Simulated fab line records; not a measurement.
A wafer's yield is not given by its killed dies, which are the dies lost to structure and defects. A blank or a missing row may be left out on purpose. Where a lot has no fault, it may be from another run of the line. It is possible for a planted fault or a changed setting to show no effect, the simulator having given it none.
fab line records ; flow sky130
[record] lots = 10; wafers = 30; lastDay = 50
route steps=708 shown VIA3@589 CAP2M@616 METAL4@630 PAD_OPEN@708
lots that met no fault: from a run of the same line without faults
startH: start of the lot's first displayed wafer, in hours after the record's first day ; waitH: hours elapsed since this lot's preceding step ; " repeats the value in the row above ; L1.1+2: a row that stands for several wafers ; - no value present, or no start provided ; * or withheld: withheld ; < > ~ a bound
route shown NAME@n: a module of which the file shows steps, and the number in the route of the first ; usual: mean and standard deviation over wafers with no fault ; same: alike in all rows ; chamber/n: place in a boat ; sites: per-site readings ; _std_site: how widely they spread, as a standard deviation ; _edge_site: inner sites' mean taken away from outer sites' mean ; radiusMm: how far each site lies from the wafer's centre ; mask NAME#n: copy n ; behind: the tool/chamber that last shaped the wafer ; hold: the reason the lot was held/the length of the hold in hours/how it ended ; device: the transistor (n, p or np) that didn't switch ; end of line: the route-end tests of the same wafers ; a step with no rows: only its recipe ; killed: not the wafer's yield, but the dies lost to structure and defects at the first sort ; map: shows each die of a wafer: x if killed, . if not, _ if none is there
set.NAME: the run value of the setting; set.NAME@STEP: its run value at that earlier step ; model.NAME: the simulator's own value behind a step, which no gauge read
route steps across a sampled set of lots; one table per step, one row per wafer
services: from which hour (startH, from the record's first day; less than 0 if before it) a tool's chamber was out of use, for how many hours, and why
[[steps]]
[step SKY_VIA3_STRIP_16]
[recipe] chemistry = O2/N2; powerW = 1400; pressureMtorr = 1500; platenTempC = withheld; o2FlowSccm = 3000; n2FlowSccm = 300; overashFraction = 0.5
[usual] chamberPressureMTorr = 1499.9/1.4; drypumpMotorCurrentA = 5.8/0.48; o2FlowSccm = 3002/9.5; oesProductAu = 0.402/0.0048; stripTimeToEndpointS = 4.131/0.028
[same] overashFraction = 0.5
lot.wafer;tool;chamber;startH;waitH;chamberPressureMTorr;drypumpMotorCurrentA;o2FlowSccm;oesProductAu;rfHoursCounterH;stripTimeToEndpointS
L321.1;plasmaAsher-02;0;941.88;0.0;1498.4;5.9;2995;0.411;79;4.177
L321.2;plasmaAsher-02;1;941.88;0.0;1498.2;5.4;3002;0.395;79;4.067
L321.4;plasmaAsher-02;0;941.88;0.0;1498.5;5.9;2992;0.399;-;4.142
L320.1;plasmaAsher-02;0;949.28;0.0;1501.2;5.9;3001;0.401;80;4.124
L320.5;plasmaAsher-02;1;949.28;0.0;1498.4;5.3;2995;0.409;-;4.181
L320.6;plasmaAsher-02;0;949.28;0.0;1502.0;5.9;3000;0.398;-;4.170
L325.1;plasmaAsher-04;0;975.83;0.0;1502.4;5.8;2997;0.397;24;4.133
L325.4;plasmaAsher-04;0;975.83;0.0;1498.7;5.8;3000;0.401;-;4.177
L325.6;plasmaAsher-04;0;975.83;0.0;1498.4;5.8;3008;0.410;-;4.146
L327.2;plasmaAsher-03;1;987.08;0.0;1498.2;5.6;3001;0.409;122;4.109
L327.5;plasmaAsher-03;1;987.08;0.0;1500.2;5.6;3008;0.404;-;4.116
L327.6;plasmaAsher-03;0;987.08;0.0;1498.6;6.5;2997;0.396;-;4.128
L332.1;plasmaAsher-03;0;1023.18;0.0;1501.3;6.5;2986;0.404;125;4.096
L332.2;plasmaAsher-03;1;1023.18;0.0;1501.0;5.6;3011;0.406;125;4.122
L332.5;plasmaAsher-03;0;1023.18;0.0;1501.5;6.5;2987;0.402;-;4.085
L335.1;plasmaAsher-03;0;1043.63;0.0;1500.6;6.5;3010;0.402;127;4.098
L335.4;plasmaAsher-03;0;1043.63;0.0;1497.7;6.5;3003;0.400;-;4.122
L335.6;plasmaAsher-03;0;1043.63;0.0;1500.0;6.5;3003;0.404;-;4.122
L338.1;plasmaAsher-03;1;1065.10;0.0;1500.7;5.6;2989;0.390;0;4.102
L338.3;plasmaAsher-03;0;1065.10;0.0;1500.9;6.5;2999;0.406;-;4.158
L338.6;plasmaAsher-03;0;1065.10;0.0;1500.1;6.5;3005;0.403;-;4.167
L340.1;plasmaAsher-02;0;1067.24;0.0;1499.3;5.9;3021;0.401;93;4.162
L340.4;plasmaAsher-02;1;1067.24;0.0;1501.4;5.3;3014;0.402;-;4.170
L340.6;plasmaAsher-02;0;1067.24;0.0;1501.0;5.9;3007;0.392;-;4.132
L339.1;plasmaAsher-02;1;1074.63;0.0;1498.6;5.3;2987;0.402;94;4.132
L339.3;plasmaAsher-02;1;1074.63;0.0;1500.4;5.3;2991;0.405;-;4.119
L339.5;plasmaAsher-02;0;1074.63;0.0;1501.2;5.9;2995;0.391;-;4.129
L342.2;plasmaAsher-04;1;1082.55;0.0;1499.1;5.1;3000;0.397;35;4.076
L342.3;plasmaAsher-04;0;1082.55;0.0;1499.9;5.8;3012;0.401;-;4.146
L342.4;plasmaAsher-04;1;1082.55;0.0;1500.7;5.1;3015;0.398;-;4.115
[step SKY_CAP2M_METAL_ETCH_13]
[recipe] targetDepthNm = 220; stopOn = SiO2; chemistry = Cl2/BCl3; target = TiN; pressureMtorr = 10; icpW = 900; biasW = 48.5; Cl2_flow_sccm = 60; bcl3FlowSccm = 30; timeS = 62.9
[usual] bcl3FlowSccm = 29.99/0.09; chamberPressureMTorr = 9.999/0.0091; drypumpMotorCurrentA = 5.7/0.57; oesProductAu = 0.938/0.009; rfFwdPowerW = 891.7/2.9; throttleValvePct = 21.903/0.011
lot.wafer;tool;chamber;startH;waitH;bcl3FlowSccm;chamberPressureMTorr;drypumpMotorCurrentA;oesProductAu;rfFwdPowerW;rfHoursCounterH;throttleValvePct
L321.1;rieMetal-01;0;967.26;0.0;30.00;10.005;5.9;0.934;899.0;3;21.903
L321.2;rieMetal-01;1;967.26;0.0;29.98;9.975;4.9;0.935;893.3;12;21.909
L321.4;rieMetal-01;0;967.26;0.0;30.07;10.006;5.9;0.931;895.6;-;21.908
L320.1;rieMetal-01;0;974.97;0.0;30.11;9.993;5.9;0.925;892.2;4;21.905
L320.5;rieMetal-01;1;974.97;0.0;29.97;10.005;4.9;0.941;890.5;-;21.917
L320.6;rieMetal-01;0;974.97;0.0;30.06;9.995;5.9;0.946;893.9;-;21.900
L325.1;rieMetal-01;1;1000.94;0.0;29.96;10.004;4.9;0.916;895.4;14;21.895
L325.4;rieMetal-01;1;1000.94;0.0;29.93;10.001;4.9;0.927;889.1;-;21.921
L325.6;rieMetal-01;0;1000.94;0.0;29.91;9.994;5.9;0.938;894.6;-;21.899
L327.2;rieMetal-04;1;1012.14;0.0;29.86;9.997;5.3;0.938;885.7;8;21.914
L327.5;rieMetal-04;0;1012.14;0.0;30.00;9.993;6.3;0.933;890.9;-;21.921
L327.6;rieMetal-04;1;1012.14;0.0;29.95;10.013;5.3;0.929;889.1;-;21.905
L332.1;rieMetal-01;0;1047.01;0.0;29.92;9.999;5.9;0.946;888.7;8;21.882
L332.2;rieMetal-01;1;1047.01;0.0;29.84;10.005;4.9;0.956;893.4;17;21.903
L332.5;rieMetal-01;0;1047.01;0.0;29.96;9.993;5.9;0.949;888.7;-;21.883
L335.1;rieMetal-01;0;1066.76;0.0;30.03;9.996;5.9;0.940;895.3;10;21.905
L335.4;rieMetal-01;0;1066.76;0.0;30.05;9.994;5.9;0.921;892.4;-;21.905
L335.6;rieMetal-01;1;1066.76;0.0;29.87;10.005;4.9;0.924;893.3;-;21.906
L338.1;rieMetal-04;0;1087.31;0.0;29.89;9.995;6.3;0.948;889.1;20;21.873
L338.3;rieMetal-04;1;1087.31;0.0;29.96;9.989;5.3;0.953;886.9;-;21.896
L338.6;rieMetal-04;1;1087.31;0.0;30.03;9.995;5.3;0.950;893.3;-;21.892
L340.1;rieMetal-03;1;1089.92;0.0;29.88;10.018;5.4;0.925;893.6;13;21.922
L340.4;rieMetal-03;1;1089.92;0.0;29.91;9.994;5.5;0.935;894.0;-;21.890
L340.6;rieMetal-03;1;1089.92;0.0;30.06;10.001;5.4;0.931;897.9;-;21.887
L339.1;rieMetal-03;0;1097.37;0.0;30.09;9.982;6.8;0.937;895.8;23;21.906
L339.3;rieMetal-03;0;1097.37;0.0;29.97;10.001;6.8;0.936;897.0;-;21.914
L339.5;rieMetal-03;1;1097.37;0.0;29.98;9.993;5.4;0.942;894.0;-;21.909
L342.2;rieMetal-04;0;1104.26;0.0;30.02;9.995;6.3;0.943;894.1;22;21.888
L342.3;rieMetal-04;1;1104.26;0.0;30.10;9.996;5.3;0.933;890.8;-;21.897
L342.4;rieMetal-04;0;1104.26;0.0;30.10;9.992;6.3;0.962;893.3;-;21.894
[step SKY_METAL4_OVL_MEAS_14]
[usual] METAL4_OVL = -1/5.7
lot.wafer;tool;chamber;startH;waitH;METAL4_OVL[nm]
L321.1;overlay-02;-;992.00;0.1;-1
L321.2;overlay-02;-;992.00;0.1;-3
L321.4;overlay-02;-;992.00;0.1;-3
L320.1;overlay-01;-;999.54;0.1;-5
L320.5;overlay-01;-;999.54;0.1;2
L320.6;overlay-01;-;999.54;0.1;-2
L325.1;overlay-02;-;1025.08;0.1;-6
L325.4;overlay-02;-;1025.08;0.1;0
L325.6;overlay-02;-;1025.08;0.1;7
L327.2;overlay-02;-;1035.40;0.1;-3
L327.5;overlay-02;-;1035.40;0.1;0
L327.6;overlay-02;-;1035.40;0.1;-9
L332.1;overlay-01;-;1069.68;0.1;8
L332.2;overlay-01;-;1069.68;0.1;3
L332.5;overlay-01;-;1069.68;0.1;11
L335.1;overlay-02;-;1088.54;0.1;-2
L335.4;overlay-02;-;1088.54;0.1;-7
L335.6;overlay-02;-;1088.54;0.1;10
L338.1;overlay-01;-;1107.93;0.1;6
L338.3;overlay-01;-;1107.93;0.1;-1
L338.6;overlay-01;-;1107.93;0.1;0
L340.1;overlay-02;-;1110.50;0.1;-6
L340.4;overlay-02;-;1110.50;0.1;-8
L340.6;overlay-02;-;1110.50;0.1;-12
L339.1;overlay-02;-;1117.60;0.1;-4
L339.3;overlay-02;-;1117.60;0.1;-5
L339.5;overlay-02;-;1117.60;0.1;-6
L342.2;overlay-02;-;1124.87;0.1;1
L342.3;overlay-02;-;1124.87;0.1;-4
L342.4;overlay-02;-;1124.87;0.1;1
[step SKY_METAL4_ETCH_16]
[recipe] chemistry = N2/H2; target = BARC; ionEnergyEv = 200; biasW = 100; pressureMtorr = 30; n2FlowSccm = 100; h2FlowSccm = 200; icpW = 500; stopOn = SiO2; timeS = 88.2; targetDepthA = 600
[usual] chamberPressureMTorr = 30.00/0.031; drypumpMotorCurrentA = 5.7/0.57; oesProductAu = 0.626/0.0045; rfFwdPowerW = 496.2/1.5; throttleValvePct = 13.205/0.0084
lot.wafer;tool;chamber;startH;waitH;chamberPressureMTorr;drypumpMotorCurrentA;oesProductAu;rfFwdPowerW;rfHoursCounterH;throttleValvePct
L321.1;rieMetal-04;1;992.06;0.0;30.01;5.3;0.627;495.5;7;13.205
L321.2;rieMetal-04;0;992.06;0.0;29.99;6.3;0.626;497.2;15;13.201
L321.4;rieMetal-04;0;992.06;0.0;30.01;6.3;0.628;497.2;-;13.216
L320.1;rieMetal-04;0;999.61;0.0;30.01;6.3;0.622;497.4;15;13.216
L320.5;rieMetal-04;1;999.61;0.0;29.98;5.3;0.628;496.1;-;13.197
L320.6;rieMetal-04;0;999.61;0.0;29.97;6.3;0.622;495.7;-;13.201
L325.1;rieMetal-03;1;1025.14;0.0;30.01;5.4;0.625;495.3;8;13.208
L325.4;rieMetal-03;1;1025.14;0.0;29.96;5.4;0.618;495.3;-;13.194
L325.6;rieMetal-03;0;1025.14;0.0;29.96;6.8;0.626;497.4;-;13.206
L327.2;rieMetal-04;1;1035.46;0.0;29.99;5.3;0.625;498.4;10;13.213
L327.5;rieMetal-04;0;1035.46;0.0;29.99;6.3;0.629;576.2;-;13.208
L327.6;rieMetal-04;1;1035.46;0.0;30.00;5.3;0.630;496.6;-;13.203
L332.1;rieMetal-04;1;1069.74;0.0;29.99;5.3;0.634;498.4;11;13.196
L332.2;rieMetal-04;0;1069.74;0.0;29.97;6.3;0.626;575.2;19;13.197
L332.5;rieMetal-04;0;1069.74;0.0;30.04;6.3;0.623;575.2;-;13.202
L335.1;rieMetal-02;1;1088.61;0.0;30.04;5.1;0.632;494.4;20;13.206
L335.4;rieMetal-02;1;1088.61;0.0;29.97;5.1;0.620;495.3;-;13.203
L335.6;rieMetal-02;0;1088.61;0.0;29.96;5.7;0.626;495.5;-;13.209
L338.1;rieMetal-02;1;1107.99;0.0;29.99;5.1;0.633;493.4;22;13.208
L338.3;rieMetal-02;1;1107.99;0.0;29.99;5.1;0.617;496.5;-;13.208
L338.6;rieMetal-02;0;1107.99;0.0;30.04;5.7;0.627;497.0;-;13.202
L340.1;rieMetal-02;1;1110.57;0.0;29.99;5.1;0.622;496.6;22;13.194
L340.4;rieMetal-02;0;1110.57;0.0;30.05;5.7;0.632;493.5;-;13.187
L340.6;rieMetal-02;1;1110.57;0.0;29.97;5.1;0.620;497.2;-;13.207
L339.1;rieMetal-03;1;1117.67;0.0;30.00;5.5;0.627;495.5;16;13.190
L339.3;rieMetal-03;1;1117.67;0.0;29.99;5.5;0.632;494.7;-;13.208
L339.5;rieMetal-03;1;1117.67;0.0;30.01;5.5;0.628;494.5;-;13.214
L342.2;rieMetal-04;0;1124.93;0.0;29.97;6.3;0.628;496.3;23;13.216
L342.3;rieMetal-04;1;1124.93;0.0;30.05;5.3;0.624;494.1;-;13.191
L342.4;rieMetal-04;0;1124.93;0.0;29.97;6.3;0.628;494.7;-;13.209
[step SKY_PAD_OPEN_PROBE_99]
[usual] defectLimitedYield = 82.1/1.9; killed_at_M0_to_M3 = 44/7.3; killed_at_M4_up = 3.5/1.8; killedAtContacts = 24/5.8; killedAtFrontEnd = 16/4.3; killedAtOther = 0.5/0.68; killedDies = 88/9.4; killedOpen = 48/6.8; killedShort = 40/6.1; sort_bin_3_pad_short = 0.9/0.39; sort_bin_5_function = 10.5/1.4; sort_bin_6_memory = 6.4/1.1; sortNPass = 404/9.4; sortYieldPct = 82.1/1.9
[same] grossDies = 492; killedAtBackSide = 0; sort_bin_4_leakage[%] = 0; sort_bin_8_speed[%] = 0
lot.wafer;tool;chamber;startH;waitH;defectLimitedYield[%];killed_at_M0_to_M3;killed_at_M4_up;killedAtContacts;killedAtFrontEnd;killedAtOther;killedDies;killedOpen;killedShort;sort_bin_3_pad_short[%];sort_bin_5_function[%];sort_bin_6_memory[%];sortNPass;sortYieldPct[%]
L327.2;prober-02;-;1125.32;0.1;85.0;41;3;13;16;1;74;39;35;1.0;10.2;3.9;418;85.0
// killed by level:class
L327.2 VIA1:geometricParticle:open=8 VIA3:geometricParticle:open=5 CONTACT:geometricParticle:open=5 VIA2:geometricParticle:open=5 FIELD_ISO:geometricParticle:open=4 POLY_GATE:geometricParticle:open=4 LOCAL_INTERCONNECT:geometricParticle:short=4 VIA1:geometricParticle:short=4
[[services]]
tool;chamber;startH;hours;kind
plasmaAsher-03;-;933.10;1.2;repair
rieMetal-01;1;936.75;1.5;repair
plasmaAsher-04;-;939.07;6.7;pm
rieMetal-04;0;948.33;18.1;repair
plasmaAsher-02;-;988.31;2.2;repair
plasmaAsher-02;-;988.39;0.8;repair
rieMetal-03;-;995.05;15.6;pm
rieMetal-01;1;995.34;4.5;repair
plasmaAsher-03;-;1008.37;1.1;repair
rieMetal-02;0;1014.23;-;clean
rieMetal-02;0;1014.23;21.5;scheduledDown
rieMetal-02;0;1014.23;21.5;ventCycle
rieMetal-02;-;1037.74;2.8;pm
plasmaAsher-04;-;1045.63;7.2;repair
plasmaAsher-03;-;1055.25;9.0;pm
plasmaAsher-03;0;1055.25;9.0;ventCycle
plasmaAsher-03;1;1055.25;9.0;ventCycle
plasmaAsher-03;0;1064.25;-;clean
plasmaAsher-03;1;1064.25;-;clean
rieMetal-02;1;1068.34;19.5;repair
rieMetal-03;0;1080.82;9.5;repair
plasmaAsher-04;-;1084.60;4.6;repair
rieMetal-03;0;1113.90;2.3;repair
[[key]]
[firstSign] step = SKY_METAL4_ETCH_16; reading = rfFwdPowerW; direction = up; sigmas = 54; usual = 496.2; struck = 575.5
effect none on later readings
metAt SKY_METAL4_ETCH_16
struckLots L327,L332
struckWafers L327.5,L332.2,L332.5
notActingAt SKY_VIA3_STRIP_16,SKY_CAP2M_METAL_ETCH_13,SKY_METAL4_OVL_MEAS_14
onsetBetween 999.61 1035.46
[fault] kind = processParameterDrift; tool = rieMetal-04; chamber = 0; onsetH = 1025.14; steps = SKY_METAL4_ETCH_16; channel = icpW; offset = 80; shape = step; endH = 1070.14; actsIn = theseRecipesOnly; stated = 500
